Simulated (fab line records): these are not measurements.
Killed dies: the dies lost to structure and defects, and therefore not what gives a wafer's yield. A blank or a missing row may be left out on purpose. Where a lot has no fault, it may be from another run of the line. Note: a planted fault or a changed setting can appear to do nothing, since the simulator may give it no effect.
One fault through the eyes of 2 desks | flow sky130 | only its own numbers are on each desk; what lay behind them is given at the end

== THE TOOL OWNER'S DESK: pvd sputter-01 ==
The tool's own readings at SKY_METAL5_SPUTTER_02 (material AlCu, target thk 1150 nm, time 61.2 s): means of the sampled wafers that have a number, for each lot that ran on this tool. The brackets show how far a lot's mean lies from the usual mean; more than 4 standard deviations puts the lot out of limits, marked OUT.
Columns: A = throttle valve pct at SKY_METAL5_SPUTTER_02, usual 30.2 %
lot  | first seen here | A
L464 | day 42 15:16    | 30.1
L466 | day 43 11:52    | 30.2
L472 | day 45 08:08    | 30.1
L473 | day 45 09:55    | 31.1
L475 | day 46 05:34    | 30.0
L478 | day 46 17:27    | 30.5
L483 | day 48 01:09    | 30.9
This desk's finding: nothing out of limits on any of the 7 lots.

== AT THE METROLOGY DESK ==
What the gauges read for every lot (on any tool): the sampled wafers with a number, averaged. The brackets show how far a lot's mean lies from the usual mean; more than 4 standard deviations puts the lot out of limits, marked OUT.
Columns: A = METAL5_ALCU_RS at SKY_METAL5_RS_MEAS_05, usual 0.02724 ohm/sq; B = METAL5_ALCU_THK at SKY_METAL5_THK_MEAS_06, usual 1143 nm
lot  | first seen here | A                  | B
L464 | day 42 15:23    | 0.02734            | 1131
L465 | day 43 01:05    | 0.02762            | 1122
L466 | day 43 12:02    | 0.02726            | 1143
L468 | day 44 06:22    | 0.02735            | 1141
L469 | day 44 14:27    | 0.02745            | 1138
L472 | day 45 08:17    | 0.02697            | 1156
L473 | day 45 10:04    | 0.02742            | 1136
L474 | day 45 21:41    | 0.02722            | 1142
L475 | day 46 05:41    | 0.02705            | 1155
L476 | day 46 10:16    | 0.02725            | 1144
L478 | day 46 17:35    | 0.02751            | 1139
L483 | day 48 01:17    | 0.02583 (-5.4) OUT | 1219 (+6.4) OUT
L487 | day 48 19:10    | 0.02676            | 1162
Per this desk, out of limits: L483; the first was L483, day 48 01:17 (METAL5_ALCU_RS at SKY_METAL5_RS_MEAS_05). L464, L465, L466, L468, L469, L472, L473, L474, L475, L476, L478, L487: within limits.

== PUT TOGETHER ==
At day 48 01:17 the metrology desk could have sounded an alarm, on L483.
Nothing out of limits was seen by the tool owner's desk.
Tool owner's desk: L483 on record, inside its limits.
On pvd sputter-01, each named lot ran SKY_METAL5_SPUTTER_02.

== WHAT THE SIMULATOR HAD INSERTED ==
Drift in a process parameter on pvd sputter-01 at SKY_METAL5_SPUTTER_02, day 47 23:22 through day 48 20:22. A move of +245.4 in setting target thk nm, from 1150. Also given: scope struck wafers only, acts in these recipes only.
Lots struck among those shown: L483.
Hours from the fault's start to each desk's first reading out of limits: the metrology desk, 2.
